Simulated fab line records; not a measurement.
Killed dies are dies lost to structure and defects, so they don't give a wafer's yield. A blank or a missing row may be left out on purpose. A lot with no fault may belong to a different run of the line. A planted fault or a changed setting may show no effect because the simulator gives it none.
What tool caused it? | flow sky130 | Sampling: 12 lots, 36 wafers, 4 of 708 route steps

WHAT THE GAUGES READ, wafer by wafer
SKY_LDD_P_OVL_MEAS_08.
lot  | measured     | on         | LDD_P_OVL (nm)
L125 | day 19 04:28 | overlay-02 | -3.0 -2.2 -1.7
L126 | day 19 16:32 | overlay-02 | 1.6 -1.1 -1.9
L128 | day 20 12:56 | overlay-01 | 1.1 0.2 -0.3
L129 | day 20 16:29 | overlay-01 | -2.3 -2.9 0.4
L130 | day 21 16:14 | overlay-02 | -3.0 -4.9 -3.7
L132 | day 21 22:17 | overlay-01 | -2.0 -1.0 -0.7
L133 | day 22 06:34 | overlay-02 | -3.5 -3.5 -3.6
L136 | day 23 07:58 | overlay-02 | 0.1 -1.5 -1.1
L138 | day 23 20:36 | overlay-01 | -1.5 -2.6 -3.1
L142 | day 25 09:32 | overlay-01 | 2.7 3.1 2.8 4.5 4.6 4.1
L145 | day 26 08:35 | overlay-02 | 7.0 6.0 6.4 9.1 8.0 7.2
L147 | day 27 04:23 | overlay-02 | -1.1 -0.1 0.2

SKY_CONTACT_THK_MEAS_01.
lot  | measured     | on            | CONTACT_CVD_00_THK (nm)
L125 | day 30 16:38 | film metro-03 | 74.3 74.6 76.4
L126 | day 31 05:50 | film metro-01 | 74.2 75.1 75.2
L128 | day 31 23:29 | film metro-03 | 75.3 75.3 75.9
L129 | day 32 00:03 | film metro-01 | 74.1 73.6 75.1
L130 | day 32 18:04 | film metro-04 | 74.6 75.9 76.9
L132 | day 33 00:53 | film metro-01 | 76.4 76.9 77.1
L133 | day 33 08:49 | film metro-03 | 73.5 75.0 75.9
L136 | day 34 07:23 | film metro-03 | 74.5 74.3 74.1
L138 | day 34 19:59 | film metro-03 | 75.1 75.5 75.6
L142 | day 36 01:19 | film metro-04 | 75.6 75.5 76.5
L145 | day 37 00:24 | film metro-01 | 76.2 76.2 77.3
L147 | day 37 13:10 | film metro-04 | 74.5 73.9 74.1

TOOL THAT RAN EACH LOT (tool first, then ch and the chambers of the sampled wafers, then the start)
lot  | SKY_LDD_P_EXPOSE_04                 | SKY_LI_CONTACT_CVD_21
L125 | iline stepper-02 ch 0, day 18 12:52 | cvd w-01 ch 0,1, day 29 11:19
L126 | iline stepper-01 ch 0, day 19 02:05 | cvd w-01 ch 0,1, day 30 00:16
L128 | iline stepper-02 ch 0, day 19 21:02 | cvd w-02 ch 0,1, day 30 18:05
L129 | iline stepper-01 ch 0, day 20 01:41 | cvd w-01 ch 0,1, day 30 18:55
L130 | iline stepper-02 ch 0, day 20 23:57 | cvd w-01 ch 0,1, day 31 13:19
L132 | iline stepper-01 ch 0, day 21 06:44 | cvd w-01 ch 0,1, day 31 20:06
L133 | iline stepper-02 ch 0, day 21 16:28 | cvd w-01 ch 0,1, day 32 03:50
L136 | iline stepper-01 ch 0, day 22 17:13 | cvd w-02 ch 0,1, day 33 02:21
L138 | iline stepper-02 ch 0, day 23 06:49 | cvd w-01 ch 0,1, day 33 15:14
L142 | iline stepper-01 ch 0, day 24 18:27 | cvd w-01 ch 0,1, day 34 21:41
L145 | iline stepper-01 ch 0, day 25 17:43 | cvd w-01 ch 0,1, day 35 21:18
L147 | iline stepper-02 ch 0, day 26 13:20 | cvd w-02 ch 0,1, day 36 10:25
- SKY_LDD_P_EXPOSE_04: exposes mask PSDM, target cd 380 nm.
- SKY_LI_CONTACT_CVD_21: deposits W, target thk 400 nm, time 120.56 s.

WHAT THE TOOLS THEMSELVES READ (means of the sampled wafers that have a number; where no wafer has one, the mark that the record gives instead)
SKY_LDD_P_EXPOSE_04.
lot  | tool             | exposure dose mJ cm2
L125 | iline stepper-02 | 138.86
L126 | iline stepper-01 | 138.74
L128 | iline stepper-02 | 138.80
L129 | iline stepper-01 | 138.92
L130 | iline stepper-02 | 138.90
L132 | iline stepper-01 | 138.90
L133 | iline stepper-02 | 138.90
L136 | iline stepper-01 | 138.70
L138 | iline stepper-02 | 138.59
L142 | iline stepper-01 | 138.82
L145 | iline stepper-01 | 138.86
L147 | iline stepper-02 | 139.02

SKY_LI_CONTACT_CVD_21.
lot  | tool     | heater power outer w (W) | heater power w (W)
L125 | cvd w-01 | 498                      | 805
L126 | cvd w-01 | 494                      | 793
L128 | cvd w-02 | 514                      | 792
L129 | cvd w-01 | 496                      | 830
L130 | cvd w-01 | 499                      | 820
L132 | cvd w-01 | 513                      | 826
L133 | cvd w-01 | 511                      | 812
L136 | cvd w-02 | 489                      | 783
L138 | cvd w-01 | 503                      | 828
L142 | cvd w-01 | 513                      | 824
L145 | cvd w-01 | 490                      | 806
L147 | cvd w-02 | 495                      | 783

THE ANSWER, worked out from the rows above alone
Rule: what is usual is taken from the lots themselves. The widest of any qualifying gaps counts: lots, ordered by their means at a reading, are off when they make up no more than a third of the lots, leave a main group of 4 or more, and stand apart from it by 3 or more times the standard deviation of that group's means. A main group whose means are all the same, to the digits that the tables above print for the reading, isn't used. A lot without any number at a reading at which 4 lots or more have one is off too. All remaining lots with rows at the step are treated as sound. First the gauges in route order, then the tools' own readings, where a lot's mean is used as printed above. The first step at which some lot is off is used, and at that step the reading that is off furthest; a lot without a number counts as furthest.
No lot is off at any reading shown: from this, nothing can be told.

WHAT HAD BEEN PUT IN BY THE SIMULATOR
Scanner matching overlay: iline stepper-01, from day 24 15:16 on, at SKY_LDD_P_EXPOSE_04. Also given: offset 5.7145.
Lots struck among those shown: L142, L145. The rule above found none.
